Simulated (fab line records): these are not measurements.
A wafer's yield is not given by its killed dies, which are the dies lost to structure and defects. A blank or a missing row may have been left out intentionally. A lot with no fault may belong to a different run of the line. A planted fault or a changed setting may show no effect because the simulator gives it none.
fab line records | flow sky130
record lots=11 wafers=33 last-day=50
route steps=708 shown METAL4@598 VIA4@641 PAD_OPEN@708
lots untouched by any fault: they come from a run of this same line in which no faults occurred
start-h: start of the lot's first displayed wafer, in hours after the record's first day | wait-h: time in hours since the lot's previous step | " repeats the value in the row above | L1.1+2: a row that stands for several wafers | - value missing, or start not given | * or withheld: withheld | < > ~ a bound
route shown NAME@n: NAME is a module with steps in the file, n the number in the route of the first one | usual: average and standard deviation across the fault-free wafers | same: alike in all rows | chamber/n: place in a boat | sites: readings site by site | _std_site: standard deviation across them | _edge_site: mean of outer sites minus mean of inner sites | radius-mm: for every site, how far away it sits from the centre of the wafer | mask NAME#n: copy n | behind: the last tool/chamber to shape the wafer | hold: why the lot went on hold/how many hours it stayed there/how the hold came to an end | device: whichever transistor did not switch (one of n, p or np) | end of line: the tests these same wafers got at the end of their route | a step with no rows: only its recipe | killed: the dies lost at the first sort to structure and to defects; this is not the yield of the wafer | map: a wafer's dies, x killed, . not, _ none there
set.NAME: the run value of the setting; set.NAME@STEP: its run value at that earlier step | model.NAME: the simulator's own value behind a step, which no gauge read
the route's steps for a sample of lots (tables are steps, rows are wafers)
services: when a tool's chamber went out of use (start-h, in hours from the record's first day, below 0 if earlier), for how many hours, and the reason
## steps
# step SKY_METAL4_SPUTTER_00
# recipe material=Ti target-thk-nm=15 power-w=3000 time-s=10 chamber-pressure-pa=0.4
# usual throttle-valve-pct=29.8/0.83
# columns lot.wafer tool chamber start-h wait-h throttle-valve-pct
L451.2 pvd-sputter-03 - 929.66 0.1 30.1
L451.4 " - " " 30.0
L451.5 " - " " 30.5
L453.1 pvd-sputter-03 - 949.53 0.1 29.0
L453.2 " - " " 30.7
L453.6 " - " " 29.9
L455.1 pvd-sputter-03 - 969.87 0.1 30.1
L455.5 " - " " 29.0
L455.6 " - " " 30.1
L457.1 pvd-sputter-04 - 982.17 0.1 30.2
L457.4 " - " " 30.2
L457.5 " - " " 30.0
L462.2 pvd-sputter-01 - 1011.74 0.1 27.9
L462.3 " - " " 30.3
L462.5 " - " " 27.8
L463.1 pvd-sputter-04 - 1021.57 0.1 30.6
L463.5 " - " " 30.8
L463.6 " - " " 29.9
L464.2 pvd-sputter-04 - 1026.73 0.2 30.5
L464.4 " - " " 30.3
L464.5 " - " " 29.3
L465.3 pvd-sputter-01 - 1035.43 0.1 30.3
L465.4 " - " " 27.7
L465.5 " - " " 30.4
L469.1 pvd-sputter-01 - 1060.01 0.2 31.3
L469.4 " - " " 27.8
L469.5 " - " " 30.2
L470.1 pvd-sputter-01 - 1062.96 0.1 29.7
L470.3 " - " " 27.6
L470.6 " - " " 29.7
L472.4 pvd-sputter-04 - 1078.53 0.2 29.9
L472.5 " - " " 29.7
L472.6 " - " " 29.9
# step SKY_METAL4_SPUTTER_04
# recipe material=TiN target-thk-nm=70 power-w=6500 time-s=58.3 chamber-pressure-pa=0.4
# usual throttle-valve-pct=29.9/0.83
# columns lot.wafer tool chamber start-h wait-h throttle-valve-pct
L451.2 pvd-sputter-03 - 929.76 0.0 30.0
L451.4 " - " " 29.9
L451.5 " - " " 30.5
L453.1 pvd-sputter-03 - 949.63 0.0 29.0
L453.2 " - " " 30.6
L453.6 " - " " 30.1
L455.1 pvd-sputter-03 - 969.98 0.0 30.3
L455.5 " - " " 29.1
L455.6 " - " " 30.1
L457.1 pvd-sputter-04 - 982.28 0.0 29.9
L457.4 " - " " 30.2
L457.5 " - " " 29.8
L462.2 pvd-sputter-01 - 1011.84 0.0 27.8
L462.3 " - " " 30.5
L462.5 " - " " 27.8
L463.1 pvd-sputter-04 - 1021.67 0.0 31.0
L463.5 " - " " 30.9
L463.6 " - " " 30.2
L464.2 pvd-sputter-04 - 1026.84 0.0 30.7
L464.4 " - " " 30.3
L464.5 " - " " 29.6
L465.3 pvd-sputter-01 - 1035.53 0.0 30.3
L465.4 " - " " 27.9
L465.5 " - " " 30.2
L469.1 pvd-sputter-01 - 1060.12 0.0 31.3
L469.4 " - " " 27.8
L469.5 " - " " 30.1
L470.1 pvd-sputter-01 - 1063.07 0.0 29.8
L470.3 " - " " 27.7
L470.6 " - " " 29.9
L472.4 pvd-sputter-04 - 1078.63 0.0 29.8
L472.5 " - " " 29.3
L472.6 " - " " 30.0
# step SKY_METAL4_METAL_ETCH_18
# recipe target-depth-a=8450 stop-on=SiO2 over-etch-frac=0.3 time-s=183.1 chemistry=Cl2/BCl3 resist-sidewall-deg=88 pressure-mtorr=10 icp-w=900 bias-w=48.5 Cl2_flow_sccm=60 bcl3-flow-sccm=30
# usual bcl3-flow-sccm=30.00/0.088 drypump-motor-current-A=5.65/0.22 oes-product-au=0.866/0.006 rf-fwd-power-W=896.9/2.5 throttle-valve-pct=22.263/0.009
# columns lot.wafer tool chamber start-h wait-h bcl3-flow-sccm drypump-motor-current-A oes-product-au rf-fwd-power-W rf-hours-counter-h throttle-valve-pct
L451.2 rie-metal-02 0 980.41 0.0 30.05 5.47 0.860 899.9 7 22.251
L451.4 " 0 " " 29.97 5.46 0.857 894.5 - 22.274
L451.5 " 0 " " 30.01 5.47 0.857 896.9 - 22.258
L453.1 rie-metal-03 0 999.19 0.0 30.04 5.90 0.866 897.2 18 22.262
L453.2 " 1 " " 29.98 5.64 0.865 897.2 14 22.260
L453.6 " 1 " " 30.15 5.65 0.869 897.9 - 22.267
L455.1 rie-metal-03 1 1017.81 0.0 29.83 5.66 0.869 891.8 15 22.279
L455.5 " 1 " " 29.91 5.67 0.865 896.2 - 22.267
L455.6 " 0 " " 29.95 5.91 0.865 898.5 - 22.266
L457.1 rie-metal-03 0 1029.91 0.0 29.82 5.92 0.866 752.4 20 22.258
L457.4 " 1 " " 29.93 5.66 0.855 752.3 - 22.275
L457.5 " 1 " " 29.90 5.66 0.867 753.9 - 22.260
L462.2 rie-metal-03 1 1057.64 0.0 29.90 5.66 0.864 749.6 18 22.259
L462.3 " 0 " " 29.93 5.95 0.879 751.6 - 22.259
L462.5 " 1 " " 30.11 5.65 0.862 751.1 - 22.267
L463.1 rie-metal-04 0 1067.29 0.0 30.13 5.41 0.867 897.6 14 22.255
L463.5 " 1 " " 29.96 5.96 0.868 894.5 - 22.274
L463.6 " 0 " " 30.17 5.40 0.882 893.8 - 22.261
L464.2 rie-metal-04 0 1070.82 0.0 30.09 5.40 0.867 898.7 15 22.250
L464.4 " 0 " " 30.02 5.44 0.860 894.0 - 22.257
L464.5 " 1 " " 30.00 5.90 0.861 896.0 - 22.265
L465.3 rie-metal-04 0 1079.11 0.1 29.91 5.40 0.874 900.1 - 22.264
L465.4 " 1 " " 30.00 5.96 0.859 904.5 - 22.265
L465.5 " 1 " " 29.93 5.94 0.870 898.9 - 22.270
L469.1 rie-metal-02 1 1102.91 0.0 29.92 5.45 0.869 896.8 24 22.257
L469.4 " 1 " " 30.02 5.46 0.860 892.5 - 22.253
L469.5 " 1 " " 30.00 5.47 0.861 892.5 - 22.277
L470.1 rie-metal-04 0 1106.26 0.0 30.02 5.40 0.873 896.6 18 22.256
L470.3 " 0 " " 30.06 5.43 0.867 898.9 - 22.263
L470.6 " 1 " " 30.12 5.93 0.879 895.7 - 22.262
L472.4 rie-metal-04 0 1120.02 0.1 29.90 5.43 0.862 896.9 - 22.257
L472.5 " 0 " " 30.00 5.48 0.865 897.0 - 22.262
L472.6 " 1 " " 30.10 5.95 0.861 897.9 - 22.251
# step SKY_METAL4_STRIP_19
# recipe chemistry=O2/N2 power-w=1400 pressure-mtorr=1500 platen-temp-c=withheld o2-flow-sccm=3000 n2-flow-sccm=300 overash-fraction=0.5
# usual drypump-motor-current-A=5.4/0.48 oes-product-au=0.502/0.0058 strip-time-to-endpoint-s=6.52/0.059
# columns lot.wafer tool chamber start-h wait-h drypump-motor-current-A oes-product-au rf-hours-counter-h strip-time-to-endpoint-s
L451.2 plasma-asher-03 0 980.59 0.1 4.9 0.490 51 6.44
L451.4 " 0 " " 4.9 0.497 - 6.38
L451.5 " 1 " " 5.7 0.491 - 6.41
L453.1 plasma-asher-02 1 999.42 0.2 5.0 0.498 27 6.52
L453.2 " 0 " " 5.9 0.501 27 6.50
L453.6 " 0 " " 5.9 0.500 - 6.51
L455.1 plasma-asher-04 1 1018.05 0.2 4.8 0.505 119 6.58
L455.5 " 1 " " 4.8 0.507 - 6.51
L455.6 " 0 " " 6.2 0.505 - 6.63
L457.1 plasma-asher-04 1 1030.15 0.2 4.8 0.527 120 7.24
L457.4 " 1 " " 4.8 0.522 - 7.21
L457.5 " 1 " " 4.8 0.525 - 7.24
L462.2 plasma-asher-02 1 1057.81 0.1 5.0 0.529 33 7.34
L462.3 " 0 " " 5.9 0.539 - 7.35
L462.5 " 1 " " 5.0 0.538 - 7.32
L463.1 plasma-asher-02 1 1067.46 0.1 5.0 0.498 34 6.48
L463.5 " 0 " " 5.9 0.494 - 6.43
L463.6 " 1 " " 5.0 0.502 - 6.50
L464.2 plasma-asher-02 1 1071.00 0.1 5.0 0.508 35 6.70
L464.4 " 1 " " 5.0 0.515 - 6.63
L464.5 " 0 " " 5.9 0.508 - 6.66
L465.3 plasma-asher-03 0 1079.26 0.1 4.9 0.504 - 6.60
L465.4 " 1 " " 5.7 0.503 - 6.58
L465.5 " 1 " " 5.7 0.507 - 6.60
L469.1 plasma-asher-02 0 1103.09 0.1 6.0 0.503 39 6.47
L469.4 " 0 " " 5.9 0.498 - 6.49
L469.5 " 1 " " 5.0 0.501 - 6.47
L470.1 plasma-asher-03 0 1106.44 0.1 4.9 0.502 64 6.50
L470.3 " 0 " " 4.9 0.503 - 6.54
L470.6 " 0 " " 4.9 0.498 - 6.49
L472.4 plasma-asher-02 0 1120.17 0.1 5.9 0.510 - 6.59
L472.5 " 0 " " 5.9 0.497 - 6.52
L472.6 " 1 " " 5.0 0.497 - 6.47
# step SKY_VIA4_CMP_02
# recipe material=SiO2 down-force-psi=4 platen-rpm=60 pad-velocity-m-s=0.94248
# usual motor-current-A=11.8/1.6
# columns lot.wafer tool chamber start-h wait-h motor-current-A
L451.2 cmp-01 3 981.67 0.1 10.0
L451.4 " 0 " " 12.2
L451.5 " 2 " " 14.4
L453.2 cmp-02 3 1000.62 0.4 12.9
L453.1 " 1 " " 8.8
L453.6 " 2 " " 11.9
L455.1 cmp-02 3 1019.17 0.2 11.8
L455.6 " 0 " " 11.7
L455.5 " 1 " " 9.2
L457.1 cmp-02 3 1030.98 0.1 12.8
L457.4 " 2 " " 12.7
L457.5 " 3 " " 12.3
L462.3 cmp-02 2 1058.78 0.1 12.8
L462.2 " 3 " " 12.6
L462.5 " 1 " " 9.1
L463.1 cmp-01 0 1068.45 0.2 12.8
L463.6 " 1 " " 11.5
L463.5 " 2 " " 14.2
L464.2 cmp-01 3 1072.33 0.1 10.4
L464.4 " 0 " " 12.7
L464.5 " 1 " " 12.0
L465.4 cmp-02 2 1080.18 0.1 13.1
L465.3 " 3 " " 12.5
L465.5 " 2 " " 12.4
L469.1 cmp-01 2 1103.92 0.1 14.3
L469.4 " 0 " " 12.3
L469.5 " 3 " " 10.3
L470.3 cmp-02 0 1107.61 0.0 11.0
L470.1 " 3 " " 12.4
L470.6 " 0 " " 11.0
L472.4 cmp-01 0 1121.11 0.1 12.2
L472.5 " 2 " " 13.9
L472.6 " 3 " " 10.4
# step SKY_PAD_OPEN_PROBE_99
# usual defect-limited-yield=82.8/2 killed_at_M0_to_M3=43/7.2 killed_at_M4_up=3.0/2 killed-at-contacts=24/5.5 killed-at-front-end=15/4.2 killed-at-other=0.3/0.51 killed-dies=85/10 killed-open=46/7.3 killed-short=38/6.4 sort_bin_3_pad_short=0.9/0.42 sort_bin_5_function=10.3/1.5 sort_bin_6_memory=6.0/1.2 sort-n-pass=407/10 sort-yield-pct=82.8/2
# same gross-dies=492 killed-at-back-side=0 sort_bin_4_leakage[%]=0 sort_bin_8_speed[%]=0
# columns lot.wafer tool chamber start-h wait-h defect-limited-yield[%] killed_at_M0_to_M3 killed_at_M4_up killed-at-contacts killed-at-front-end killed-at-other killed-dies killed-open killed-short sort_bin_3_pad_short[%] sort_bin_5_function[%] sort_bin_6_memory[%] sort-n-pass sort-yield-pct[%]
L465.3 prober-01 - 1163.05 0.2 83.9 47 3 15 14 0 79 42 37 1.2 9.6 5.3 413 83.9
L465.4 prober-01 - 1163.10 0.2 81.1 50 0 19 24 0 93 59 34 1.0 10.6 7.3 399 81.1
L465.5 prober-01 - 1163.15 0.2 86.0 33 2 18 16 0 69 38 31 0.4 9.3 4.3 423 86.0
# killed by level:class
L465.3 VIA1:geometric-particle:open=14 VIA2:geometric-particle:open=9 METAL1:geometric-particle:short=7 CONTACT:geometric-particle:short=5 FIELD_ISO:geometric-particle:short=4 VIA1:geometric-particle:short=4 FIELD_ISO:geometric-particle:open=3 VIA3:geometric-particle:open=3
L465.4 VIA1:geometric-particle:open=10 VIA2:geometric-particle:open=9 POLY_GATE:geometric-particle:open=9 CONTACT:geometric-particle:open=7 VIA3:geometric-particle:open=7 FIELD_ISO:geometric-particle:open=5 METAL2:geometric-particle:short=5 VIA3:geometric-particle:short=5
L465.5 VIA1:geometric-particle:open=9 CONTACT:geometric-particle:open=7 POLY_GATE:geometric-particle:short=6 LI_CONTACT:geometric-particle:open=5 VIA3:geometric-particle:open=5 VIA3:geometric-particle:short=5 FIELD_ISO:geometric-particle:open=3 POLY_GATE:geometric-particle:open=3
## services
# columns tool chamber start-h hours kind
rie-metal-04 - 910.39 1.4 pm
cmp-02 - 912.78 4.0 pm
pvd-sputter-01 - 936.49 51.4 repair
plasma-asher-03 - 939.72 4.4 repair
pvd-sputter-01 - 953.44 6.6 repair
cmp-01 - 954.59 2.3 repair
plasma-asher-03 - 963.27 1.4 repair
cmp-02 - 975.43 6.7 pm
pvd-sputter-04 2 984.66 - consumable-replace:kit
pvd-sputter-04 2 984.66 18.0 scheduled-down
pvd-sputter-04 2 984.66 18.0 vent-cycle
rie-metal-02 - 993.73 14.6 pm
cmp-01 - 994.39 6.2 repair
cmp-01 - 1000.56 3.0 pm
cmp-01 - 1012.71 1.3 repair
plasma-asher-04 - 1021.11 1.4 repair
pvd-sputter-01 1 1027.08 - consumable-replace:kit
pvd-sputter-03 - 1046.42 24.0 repair
plasma-asher-04 - 1055.25 9.0 pm
pvd-sputter-04 - 1059.59 7.5 repair
plasma-asher-03 - 1066.71 4.0 repair
rie-metal-03 1 1075.80 3.2 repair
cmp-01 - 1086.22 4.0 pm
cmp-02 - 1119.03 0.8 repair
## key
first-sign step=SKY_METAL4_METAL_ETCH_18 reading=rf-fwd-power-W direction=down sigmas=58 usual=896.9 struck=751.8
effect step=SKY_METAL4_STRIP_19 reading=strip-time-to-endpoint-s direction=up sigmas=13 usual=* struck=*
met-at SKY_METAL4_METAL_ETCH_18
struck-lots L457,L462
not-acting-at SKY_METAL4_SPUTTER_00,SKY_METAL4_SPUTTER_04,SKY_VIA4_CMP_02
onset-between 1017.81 1029.91
fault kind=process-parameter-drift tool=rie-metal-03 chamber=- onset-h=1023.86 steps=SKY_METAL4_METAL_ETCH_18 channel=icp-w offset=-144 shape=step end-h=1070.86 acts-in=these-recipes-only stated=900
